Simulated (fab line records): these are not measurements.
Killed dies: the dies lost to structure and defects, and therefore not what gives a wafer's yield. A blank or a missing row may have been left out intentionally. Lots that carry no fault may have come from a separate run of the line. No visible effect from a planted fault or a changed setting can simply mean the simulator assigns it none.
Chamber matching -- flow gf180mcu -- pecvd-03 running GF_SAB_CVD_00: 3 sister chambers
The step deposits SiO2 from TEOS, target thk 50 nm, time 4.9302 s. 3 wafers are shown with their chamber, then 8 later ones without.

WAFERS WITH THEIR CHAMBER
wafer,chamber,heater-power-w (W)
L082.1,0,645
L083.5,2,648
L087.3,1,556

WAFERS WITHOUT THEIR CHAMBER
wafer,heater-power-w (W)
L087.4,581
L087.6,691
L094.1,584
L094.3,591
L094.6,584
L095.1,679
L095.2,676
L095.3,517

EACH ONE'S CHAMBER
wafer,from the rows above,in truth
L087.4,can't be placed: 1 or 0 or 2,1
L087.6,can't be placed: 2 or 0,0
L094.1,can't be placed: 1 or 0 or 2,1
L094.3,can't be placed: 1 or 0 or 2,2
L094.6,can't be placed: 1 or 0 or 2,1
L095.1,can't be placed: 2 or 0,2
L095.2,can't be placed: 2 or 0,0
L095.3,1,1
Correct placement for 1 of the 8. Cannot be placed on the basis of these rows: 7; the candidates contain the true chamber in 7. Number placed wrongly: 0.
How it was worked out, from the rows above alone: a wafer's distance from a chamber is the root of the sum, over the readings, of the square of ((its reading less the chamber's mean) divided by the reading's scatter). The wafer belongs to the nearest chamber; if the next one is less than 2 further off, it can't be placed. Each chamber's mean is taken over the wafers shown for it. The scatter: with one shown wafer a chamber, the root of the mean of the squares of how far each hidden wafer lies from its nearest shown one.
